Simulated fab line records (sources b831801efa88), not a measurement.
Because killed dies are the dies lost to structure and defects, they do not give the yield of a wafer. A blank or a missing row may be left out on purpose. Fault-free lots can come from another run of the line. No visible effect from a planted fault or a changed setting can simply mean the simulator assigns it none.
2 desks, one fault ; flow sky130 ; each desk has only its own numbers; what lay behind them comes last

## FROM THE METROLOGY DESK
What the gauges read for every lot (on any tool): the sampled wafers with a number, averaged. A lot is out of limits, marked OUT, if its mean lies more than 4 standard deviations from the usual mean; the brackets give that distance.
Columns: A = CONTACT_W_THK at SKY_CONTACT_THK_MEAS_26, usual 352 nm; B = VIA1_BOW at SKY_VIA1_BOW_MEAS_03, usual 81 um; C = VIA2_HDPCVD_THK at SKY_VIA2_THK_MEAS_01, usual 1177 nm
lot;first seen here;A;B;C
L619;day 31 04:50;347;81;1179
L620;day 31 18:38;355;78;1174
L623;day 32 13:23;356;86;1173
L624;day 34 02:53;349;86;1172
L627;day 34 06:35;354;77;1179
L628;day 34 11:22;341;75;1167
L629;day 34 19:20;350;93;1180
L630;day 35 00:16;350;80;1164
L636;day 36 23:18;352;81;1172
L637;day 37 03:32;348;74;1370 (+16) OUT
L640;day 37 22:10;349;79;1360 (+15) OUT
L641;day 38 10:16;351;76;1185
Per this desk, out of limits: L637, L640; the first was L637, day 40 11:02 (VIA2_HDPCVD_THK at SKY_VIA2_THK_MEAS_01). In limits: L619, L620, L623, L624, L627, L628, L629, L630, L636, L641.

## THE TOOL OWNER'S DESK: hdpcvd-02
The tool's own readings at SKY_VIA2_HDPCVD_00 (deposits SiO2, target thk 1180 nm, time 196.7 s): means of the sampled wafers that have a number, for each lot that ran on this tool. A lot is out of limits, marked OUT, if its mean lies more than 4 standard deviations from the usual mean; the brackets give that distance.
Columns: A = sih4 flow sccm at SKY_VIA2_HDPCVD_00, usual 60.00 sccm
lot;first seen here;A
L620;day 35 07:49;59.98
L624;day 37 16:16;60.09
L628;day 38 00:56;59.96
L629;day 38 08:49;59.88
L630;day 38 12:29;60.08
L636;day 40 08:21;59.97
L637;day 40 10:54;69.85 (+55) OUT
L640;day 41 05:49;69.92 (+55) OUT
This desk's finding: out of limits on L637, L640; first on L637, day 40 10:54 (sih4 flow sccm at SKY_VIA2_HDPCVD_00). In limits: L620, L624, L628, L629, L630, L636.

## TAKEN TOGETHER
An alarm could have come from the tool owner's desk at day 40 10:54, on L637, L640.
An alarm was possible from the metrology desk at day 40 11:02, on L637, L640.
SKY_VIA2_HDPCVD_00 was run on hdpcvd-02 by each of the lots named.

## WHAT THE SIMULATOR HAD PUT IN
hdpcvd-02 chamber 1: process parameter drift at SKY_VIA2_HDPCVD_00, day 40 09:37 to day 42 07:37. From 60, the setting sih4 flow sccm moved by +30. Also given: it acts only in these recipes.
Shown lots that were struck: L637, L640.
Hours from the fault's start to each desk's first reading out of limits: the tool owner's desk, 1; the metrology desk, 1.
